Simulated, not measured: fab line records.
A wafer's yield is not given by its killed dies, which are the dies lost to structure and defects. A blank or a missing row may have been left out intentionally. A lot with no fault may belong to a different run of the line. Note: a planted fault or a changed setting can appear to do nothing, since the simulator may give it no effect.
A struck lot beside a sound one	flow sky130	23 steps out of a route of 708
Sound: these wafers, L255.1, L255.2, L255.3. Struck: wafers L266.1, L266.4, L266.5. The cause comes at the end.
For every step that has rows: the tool of each side, followed by ch and its chambers, followed by its first start. Under that, the readings that differ: sound wafers	struck wafers	difference of the means	sigmas: that difference in standard deviations of wafers without a fault.
alike: a reading whose means differ by less than 2 such deviations, as well as words and numbers matching on both sides. not compared: withheld readings; readings where some wafer has no value; bounds like >300 that might hide an equal value; numbers whose values overlap and for which the record gives no deviation.
Wherever a step has rows on one side only, a row that says differs or no value, or a row with sigmas, the two part there. Non-overlapping numbers with no deviation appear without sigmas and do not part them. Lack of a reading on every wafer of one side parts them only where that side has two or more wafers.

first, 6 steps without rows for these wafers: SKY_VT_ADJUST_LVTN_HMDS_12 (prime time 60 s); SKY_VT_ADJUST_LVTN_COAT_13 (resist thk 1140 nm); SKY_VT_ADJUST_LVTN_SOFTBAKE_14 (time 60 s); SKY_VT_ADJUST_LVTN_EXPOSE_15 (exposes mask HVN STD DERIVED, target cd 600 nm); SKY_VT_ADJUST_LVTN_PEB_16; SKY_VT_ADJUST_LVTN_DEVELOP_17 (develop time 60 s).
SKY_VT_ADJUST_LVTN_OVL_MEAS_18:
  sound on overlay-02, day 8 14:08; struck on overlay-02, day 12 17:11
  alike: VT_ADJUST_LVTN_01_OVL
then, 1 step without rows for these wafers: SKY_VT_ADJUST_LVTN_IMPLANT_19.
SKY_VT_ADJUST_LVTN_STRIP_20: strips in O2/N2.
  sound on plasma-asher-04 ch 0,1, day 8 14:19; struck on plasma-asher-03 ch 0,1, day 12 17:22
  alike: drypump-motor-current-A, oes-product-au, strip-time-to-endpoint-s
  not compared: rf-hours-counter-h
SKY_VT_ADJUST_LVTN_TW_MEAS_21:
  sound on film-metro-03, day 8 14:25; struck on film-metro-03, day 12 17:28
  alike: VT_ADJUST_LVTN_2_TW
then, 2 steps without rows for these wafers: SKY_VT_ADJUST_NCORE_DEHYDRATE_00 (time 60 s); SKY_VT_ADJUST_NCORE_HMDS_01 (prime time 60 s).
SKY_VT_ADJUST_NCORE_COAT_02: resist thk 1140 nm.
  sound on litho-track-03 ch 0, day 9 01:20; struck on litho-track-03 ch 0, day 13 05:53
reading	sound	struck	difference	sigmas
model.NOVOLAK_of_VT_ADJUST_NCORE_COAT_02.thk-nm (nm)	1137 1142 1138	1183 1181 1183	+43	
then, 3 steps without rows for these wafers: SKY_VT_ADJUST_NCORE_SOFTBAKE_03 (time 60 s); SKY_VT_ADJUST_NCORE_EXPOSE_04 (exposes mask LVTN COMPLEMENT THIN, target cd 380 nm); SKY_VT_ADJUST_NCORE_PEB_05.
SKY_VT_ADJUST_NCORE_DEVELOP_06: develop time 60 s.
  sound on litho-track-04 ch 0, day 9 11:41; struck on litho-track-04 ch 0, day 13 18:23
reading	sound	struck	difference	sigmas
model.NOVOLAK_of_VT_ADJUST_NCORE_COAT_02.thk-nm (nm)	1137 1142 1138	1182 1180 1182	+42	
SKY_VT_ADJUST_NCORE_CD_MEAS_07 targets a cd of 380 nm.
  sound on cd-sem-01, day 9 11:50; struck on cd-sem-02, day 13 18:32
  alike: cd-nm
SKY_VT_ADJUST_NCORE_OVL_MEAS_08:
  sound on overlay-02, day 9 11:58; struck on overlay-02, day 13 18:40
  alike: VT_ADJUST_NCORE_OVL
then, 1 step without rows for these wafers: SKY_VT_ADJUST_NCORE_IMPLANT_09.
SKY_VT_ADJUST_NCORE_STRIP_10: strips in O2/N2.
  sound on plasma-asher-03 ch 0,1, day 9 12:09; struck on plasma-asher-04 ch 0,1, day 13 18:51
reading	sound	struck	difference	sigmas
strip-time-to-endpoint-s (s)	14.15 14.21 14.16	14.63 14.63 14.64	+0.46	+13
  alike: drypump-motor-current-A, oes-product-au
  not compared: rf-hours-counter-h
SKY_VT_ADJUST_NCORE_TW_MEAS_11:
  sound on film-metro-02, day 9 12:15; struck on film-metro-04, day 13 18:57
  alike: VT_ADJUST_NCORE_TW
-- a jump in the record: the struck wafers' starts before and after are 36 days apart (it breaks off in module VT_ADJUST_NCORE and resumes in module PAD_OPEN, where the first step shown is number 708 of the route) --
SKY_PAD_OPEN_PROBE_99:
  sound on prober-01, day 46 15:04; struck on prober-01, day 50 05:58
  alike: killed_at_M0_to_M3, killed_at_M4_up, killed-at-contacts, killed-at-front-end, killed-at-other, killed-dies, killed-open, killed-short

WHERE THEY PART
At SKY_VT_ADJUST_NCORE_STRIP_10 and nowhere else, as far as this record goes. Later steps at which nothing parts them and some readings are alike: SKY_VT_ADJUST_NCORE_TW_MEAS_11, SKY_PAD_OPEN_PROBE_99.

WHY: what had been put in by the simulator
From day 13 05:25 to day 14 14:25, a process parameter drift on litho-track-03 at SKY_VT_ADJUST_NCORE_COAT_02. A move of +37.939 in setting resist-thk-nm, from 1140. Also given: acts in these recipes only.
